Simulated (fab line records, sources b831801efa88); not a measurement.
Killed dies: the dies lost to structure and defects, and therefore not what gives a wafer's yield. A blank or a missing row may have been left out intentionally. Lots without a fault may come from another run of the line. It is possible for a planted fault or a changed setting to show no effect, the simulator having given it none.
Problem report, 8D (eight disciplines) form, completed by code / flow sky130 / the parts of the form that need people (team, actions taken, sign-off) are left out

## 1. WHAT IS WRONG
Wafers without a fault read 3000.2 rpm, standard deviation 2.1; spin speed rpm at SKY_LDD_P_COAT_02 reads a mean of 3145.6 rpm on 6 wafers belonging to 2 lots. That puts it +69 standard deviations away from the usual mean.
The step: resist thk 1140 nm.
Seen first at day 24 08:52 on litho track-03, wafer L374.1. The record holds 36 wafers of 12 lots with a number at this step. The rule behind "out" and "out of limits": a value lying over 4 standard deviations away from the usual mean. The other wafers with a number count as sound.

## 2. WHAT IT IS AND WHAT IT IS NOT
question=which readings at this step | is=spin speed rpm | is not=-
question=which lots | is=L374, L377 | is not=L358, L360, L364, L365, L366, L367, L368, L370, L371, L381
question=which wafers of those lots | is=all that have a number | is not=-
question=read on which tools | is=litho track-03 | is not=litho track-01, litho track-04
question=when | is=from day 24 08:52 | is not=up to then (27 sound wafers); but 3 sound wafers of L381 came after

## 3. THE SUSPECTS, EACH WITH WHAT RULES IT OUT
Counting: a tool at a process step up to the reading stays a suspect if it ran every lot that is out and no sound lot after the first of them.
- litho track-03 at SKY_LDD_P_COAT_02 (resist thk 1140 nm): kept. Every lot that is out went through it, starting with L374 (day 24 08:52), and after that it ran no sound lot; the last sound lot it ran before then is L371 (day 23 05:04). Its own spin speed rpm readings are out on those wafers.
Left after counting: litho track-03 at SKY_LDD_P_COAT_02.

## 4. THE CAUSE (what the simulator had put in)
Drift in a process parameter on litho track-03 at SKY_LDD_P_COAT_02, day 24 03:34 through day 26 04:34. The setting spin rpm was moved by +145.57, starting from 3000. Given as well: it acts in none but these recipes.
After counting, this tool was the only one left.

## 5. THE EFFECT CHAIN, in route order
Each row: a reading whose mean over the struck wafers that have a number lies more than 3 standard deviations from the usual. Only readings whose record carries a usual standard deviation are examined. hours: median over the lots of the time between each lot's start at the first step of this table that gives one and its start at this step. sigmas: the change, counted in usual standard deviations.
hours=0; step=SKY_LDD_P_COAT_02; reading=spin speed rpm; usual=3000.2 rpm; on struck wafers=3145.6; change=+145.4; sigmas=+69
hours=15; step=SKY_LDD_P_STRIP_10; reading=strip time to endpoint s; usual=14.16 s; on struck wafers=13.84; change=-0.32; sigmas=-8.2
Process steps it contains:
- SKY_LDD_P_COAT_02: resist thk 1140 nm.
- SKY_LDD_P_STRIP_10: strips in O2/N2.
Later steps that measure or inspect, where all struck wafers having a row at the step show a number for every such reading and not one has moved that far: SKY_LDD_HVN_OVL_MEAS_07, SKY_LDD_LDN_OVL_MEAS_07.

## 6. HOW IT WOULD HAVE BEEN CAUGHT EARLIER
First out-of-limits reading in this record: day 24 08:52, which is 5 hours after fault onset at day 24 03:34.
